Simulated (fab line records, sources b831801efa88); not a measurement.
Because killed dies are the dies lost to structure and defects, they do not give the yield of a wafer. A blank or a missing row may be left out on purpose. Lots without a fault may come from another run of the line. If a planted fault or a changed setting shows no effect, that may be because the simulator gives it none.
Matching of chambers ; flow gf180mcu ; GF_PASSIVATION_ETCH_11 on rie_diel-01 has 4 sister chambers
The step etches the open film in CF4/O2, stops on TiN, target depth 1800 nm, time 400 s. 4 wafers are shown with their chamber, then 7 later ones without.

## WAFERS WITH THEIR CHAMBER
wafer;chamber;drypump_motor_current_A (A)
L834.4;0;5.5
L834.6;2;5.1
L835.2;3;5.3
L835.4;1;5.5

## WAFERS WHOSE CHAMBER IS MISSING
wafer;drypump_motor_current_A (A)
L835.5;5.3
L837.2;5.5
L837.5;5.1
L837.6;5.6
L838.1;5.3
L838.2;5.6
L838.3;5.5

## WHICH CHAMBER EACH ONE RAN IN
wafer;from the rows above;in truth
L835.5;3;3
L837.2;can't be placed: 0 or 1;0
L837.5;2;2
L837.6;can't be placed: 0 or 1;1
L838.1;3;3
L838.2;can't be placed: 0 or 1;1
L838.3;can't be placed: 0 or 1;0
Correct placement for 3 of the 7. These rows do not allow placing 4 (true chamber among the candidates in 4). Placed wrongly: 0.
How it was worked out, from the rows above alone: a wafer's distance from a chamber is the root of the sum, over the readings, of the square of ((its reading less the chamber's mean) divided by the reading's scatter). If the next closest chamber is less than 2 further off than the closest, the wafer can't be placed; otherwise it belongs to the closest. Each chamber's mean is taken over the wafers shown for it. The scatter: root of mean squared gap, hidden wafer to nearest shown wafer, with one shown wafer a chamber.
